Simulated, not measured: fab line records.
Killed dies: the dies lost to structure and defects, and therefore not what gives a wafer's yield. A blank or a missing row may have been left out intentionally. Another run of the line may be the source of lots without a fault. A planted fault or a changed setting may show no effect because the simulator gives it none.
Comparing a struck lot with a sound one -- flow sky130 -- 30 steps out of a route of 708
Sound: these wafers, L249.1, L249.2, L249.4. Wafers struck: L261.3, L261.5, L261.6. Last of all comes the cause.
At each step with rows: each side's tool, then ch and its chambers, then its first start. Under that, the readings that differ: sound wafers -- struck wafers -- difference of the means -- sigmas: that difference in standard deviations of wafers without a fault.
alike: a reading whose means differ by less than 2 such deviations, as well as words and numbers matching on both sides. not compared: withheld readings; readings where some wafer has no value; bounds like >300 that might hide an equal value; numbers whose values overlap and for which the record gives no deviation.
Wherever a step has rows on one side only, a row that says differs or no value, or a row with sigmas, the two part there. Numbers that don't overlap but have no deviation are shown without sigmas and don't part them. A reading that every wafer of one side lacks parts them only if that side has two wafers or more.

SKY_PWDE_STRIP_09: strips in O2/N2.
  sound on plasmaAsher-01 ch 0,1, day 4 23:30; struck on plasmaAsher-04 ch 0,1, day 7 15:14
  alike: drypumpMotorCurrentA, oesProductAu, stripTimeToEndpointS
  not compared: rfHoursCounterH
SKY_PWDE_TW_MEAS_10:
  sound: filmMetro-04 at day 4 23:36; struck: filmMetro-02 at day 7 15:19
  alike: PWDE_TW
then, 7 steps without rows for these wafers: SKY_NWELL_DEHYDRATE_03 (time 60 s); SKY_NWELL_HMDS_04 (prime time 60 s); SKY_NWELL_COAT_05 (resist thk 3000 nm); SKY_NWELL_SOFTBAKE_06; SKY_NWELL_EXPOSE_07 (exposes mask NWM, target cd 840 nm); SKY_NWELL_PEB_08; SKY_NWELL_DEVELOP_09 (develop time 60 s).
SKY_NWELL_OVL_MEAS_10:
  sound: overlay-01 at day 5 16:52; struck: overlay-01 at day 8 11:52
  alike: NWELL_00_OVL
then, 2 steps without rows for these wafers: SKY_NWELL_IMPLANT_11; SKY_NWELL_IMPLANT_12.
SKY_NWELL_IMPLANT_13:
  sound on implanter-02 ch 0, day 5 17:13; struck on implanter-04 ch 0, day 8 12:14
reading,sound,struck,difference,sigmas
doseIonsCm2,7.011e+11 7.007e+11 7.012e+11,1.2913e+12 1.2906e+12 1.2918e+12,+5.9023e+11,+99 or more
faradayCurrentUA,3.91 4.03 3.90,7.23 7.28 7.46,+3.38,+43
SKY_NWELL_STRIP_14: strips in O2/N2.
  sound on plasmaAsher-04 ch 0,1, day 5 17:22; struck on plasmaAsher-03 ch 0,1, day 8 12:22
reading,sound,struck,difference,sigmas
drypumpMotorCurrentA (A),5.75 5.82 5.79,5.14 5.45 5.15,-0.54,-3
  alike: oesProductAu, stripTimeToEndpointS
  not compared: rfHoursCounterH
SKY_NWELL_TW_MEAS_15:
  sound: filmMetro-04 at day 5 17:28; struck: filmMetro-02 at day 8 12:27
  alike: NWELL_TW
then, 7 steps without rows for these wafers: SKY_NWELL_DEHYDRATE_16 (time 60 s); SKY_NWELL_HMDS_17 (prime time 60 s); SKY_NWELL_COAT_18 (resist thk 3000 nm); SKY_NWELL_SOFTBAKE_19; SKY_NWELL_EXPOSE_20 (exposes mask NWM COMPLEMENT, target cd 840 nm); SKY_NWELL_PEB_21; SKY_NWELL_DEVELOP_22 (develop time 60 s).
SKY_NWELL_OVL_MEAS_23:
  sound: overlay-02 at day 6 11:39; struck: overlay-01 at day 9 09:05
  alike: NWELL_01_OVL
next, for these wafers, 1 step has no rows: SKY_NWELL_IMPLANT_24.
SKY_NWELL_STRIP_25: strips in O2/N2.
  sound on plasmaAsher-04 ch 0,1, day 6 11:50; struck on plasmaAsher-02 ch 0,1, day 9 09:17
  alike: drypumpMotorCurrentA, oesProductAu, stripTimeToEndpointS
  not compared: rfHoursCounterH
SKY_NWELL_TW_MEAS_26:
  sound: filmMetro-02 at day 6 11:56; struck: filmMetro-02 at day 9 09:23
  alike: NWELL_2_TW
then, 1 step without rows for these wafers: SKY_NWELL_CLEAN_27 (cleans in SC1/SC2, time 150 s).
SKY_NWELL_RTA_28: time 30 s.
  sound on rtpAnneal-02 ch 0, day 6 12:02; struck on rtpAnneal-02 ch 0, day 9 09:30
  alike: lampPowerPct, wafer_temp_C_max
SKY_NWELL_RS_MEAS_29: a four-point-probe measurement.
  sound: filmMetro-03 at day 6 12:08; struck: filmMetro-04 at day 9 09:37
reading,sound,struck,difference,sigmas
NWELL_RS (ohm/sq),622.0 623.6 624.7,608.3 608.3 608.2,-15.2,-9
-- the record jumps here: 40 days lie between the struck wafers' starts before and after (it left off in module NWELL and takes up again in module PAD_OPEN, whose first step shown is number 708 of the route) --
SKY_PAD_OPEN_PROBE_99:
  sound: prober-02 at day 47 03:04; struck: prober-02 at day 49 18:22
reading,sound,struck,difference,sigmas
model.etest.pfet_16v.rOnOhmUm,1.482e+04 1.508e+04 1.507e+04,1.569e+04 1.581e+04 1.572e+04,+7.500e+02,
model.etest.nfet_16v.rOnOhmUm,1.412e+04 1.415e+04 1.409e+04,1.37e+04 1.373e+04 1.374e+04,-3.97e+02,
model.etest.pfetG5v0d10v5.rOnOhmUm,4801 4789 4853,5062 5071 5119,+270,
model.etest.tipP.rsOhmSq,6751 6825 6779,7174 7177 7160,+385,
model.etest.tip_p_5v.rsOhmSq,2894 2892 2902,2972 2968 2950,+67,
model.etest.pfet_01v8.rOnOhmUm,2850 2834 2790,3028 3034 2988,+192,
model.etest.pfetG5v0d10v5.driveUaUm,335.8 340.1 336.6,313.3 315.5 314.1,-23.2,
model.etest.pfet_01v8_lvt.driveUaUm,175.8 174.9 173.8,157.8 157.9 158.6,-16.7,
  alike: killed_at_M0_to_M3, killed_at_M4_up, killedAtContacts, killedAtFrontEnd, killedAtOther, killedDies, killedOpen, killedShort

WHERE THEY PART
Last at SKY_NWELL_RS_MEAS_29 as far as this record goes, first at SKY_NWELL_IMPLANT_13. Later steps at which nothing parts them and some readings are alike: SKY_PAD_OPEN_PROBE_99.

WHY: the cause the simulator had injected
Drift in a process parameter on implanter-04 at SKY_NWELL_IMPLANT_13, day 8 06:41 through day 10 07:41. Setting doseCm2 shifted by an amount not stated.
